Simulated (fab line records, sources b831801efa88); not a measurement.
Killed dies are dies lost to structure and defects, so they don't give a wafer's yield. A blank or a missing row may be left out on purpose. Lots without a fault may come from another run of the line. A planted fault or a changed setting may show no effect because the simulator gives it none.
A struck lot beside a sound one | flow gf180mcu | 19 steps out of a route of 602
Sound: wafers L725.1, L725.3, L725.4. Struck: wafers L732.1, L732.3. The cause comes at the end.
At each step with rows: each side's tool, then ch and its chambers, then its first start. Under that, the readings that differ: sound wafers | struck wafers | difference of the means | sigmas: that difference in standard deviations of wafers without a fault.
alike: readings whose means differ by less than 2 such deviations, and words and numbers that are the same on both sides. not compared: withheld readings, readings that some wafer has no value for, bounds like >300 that may hide the same value, and numbers for which the record gives no deviation and whose values overlap.
The two part at a step that has a row with sigmas, a row that says differs or no value, or rows on one side only. Numbers that don't overlap but have no deviation are shown without sigmas and don't part them. A reading that every wafer of one side lacks parts them only if that side has two wafers or more.

first, 2 steps without rows for these wafers: GF_DUAL_GATE_PEB_09; GF_DUAL_GATE_DEVELOP_10 (develop time 60 s).
GF_DUAL_GATE_OVL_MEAS_11:
  sound on overlay-01, day 9 12:50; struck on overlay-01, day 11 17:44
  alike: DUAL_GATE_OVL
then, 1 step without rows for these wafers: GF_DUAL_GATE_WET_ETCH_12 (etches SiO2 in dHF, target depth 13 nm, time 260 s).
GF_DUAL_GATE_STRIP_13: strips in O2/N2.
  sound on plasma_asher-04 ch 0,1, day 9 12:58; struck on plasma_asher-03 ch 0,1, day 11 17:57
  alike: drypump_motor_current_A, heater_power_w, oes_product_au, strip_time_to_endpoint_s
  not compared: rf_hours_counter_h
then, 3 steps without rows for these wafers: GF_DUAL_GATE_CLEAN_14 (cleans in SC1/SC2, time 150 s); GF_DUAL_GATE_OXIDATION_15 (stabilise 600 s, purge 300 s, target thk 7.098 nm); GF_POLY_GATE_CVD_00 (deposits poly-Si, target thk 200 nm, time 1200 s).
GF_POLY_GATE_THK_MEAS_01:
  sound on film_metro-01, day 9 17:37; struck on film_metro-03, day 11 23:03
  alike: POLY_GATE_CVD_00_THK
then, 3 steps without rows for these wafers: GF_POLY_GATE_DEHYDRATE_02 (time 60 s); GF_POLY_GATE_HMDS_03 (prime time 60 s); GF_POLY_GATE_COAT_04.
GF_POLY_GATE_COAT_05: resist thk 700 nm.
  sound on litho_track-03 ch 0, day 10 02:00; struck on litho_track-03 ch 0, day 12 08:00
  reading                                    | sound           | struck      | difference | sigmas
  model.KrF_of_POLY_GATE_COAT_05.thk_nm (nm) | 698.5 700 698.3 | 683.6 683.1 | -15.6      |
then, 3 steps without rows for these wafers: GF_POLY_GATE_SOFTBAKE_06 (time 60 s); GF_POLY_GATE_EXPOSE_07 (exposes mask Poly2, target cd 280 nm); GF_POLY_GATE_PEB_08 (peb time 90 s).
GF_POLY_GATE_DEVELOP_09: develop time 60 s.
  sound on litho_track-01 ch 0, day 10 12:12; struck on litho_track-04 ch 0, day 12 18:26
  reading                                    | sound             | struck      | difference | sigmas
  model.KrF_of_POLY_GATE_COAT_05.thk_nm (nm) | 683.6 685.1 683.4 | 668.6 668.2 | -15.6      |
GF_POLY_GATE_CD_MEAS_10: target cd 280 nm.
  sound on cd_sem-01, day 10 12:21; struck on cd_sem-02, day 12 18:35
  alike: cd_nm
-- the record jumps here: 20 days lie between the struck wafers' starts before and after (it left off in module POLY_GATE and takes up again in module PASSIVATION, whose first step shown is number 602 of the route) --
GF_PASSIVATION_PROBE_99:
  the record has rows for the struck wafers here (prober-02, day 32 15:17) and none for the sound ones

WHERE THEY PART
Only at GF_PASSIVATION_PROBE_99, within this record.

WHY: what the simulator had put in
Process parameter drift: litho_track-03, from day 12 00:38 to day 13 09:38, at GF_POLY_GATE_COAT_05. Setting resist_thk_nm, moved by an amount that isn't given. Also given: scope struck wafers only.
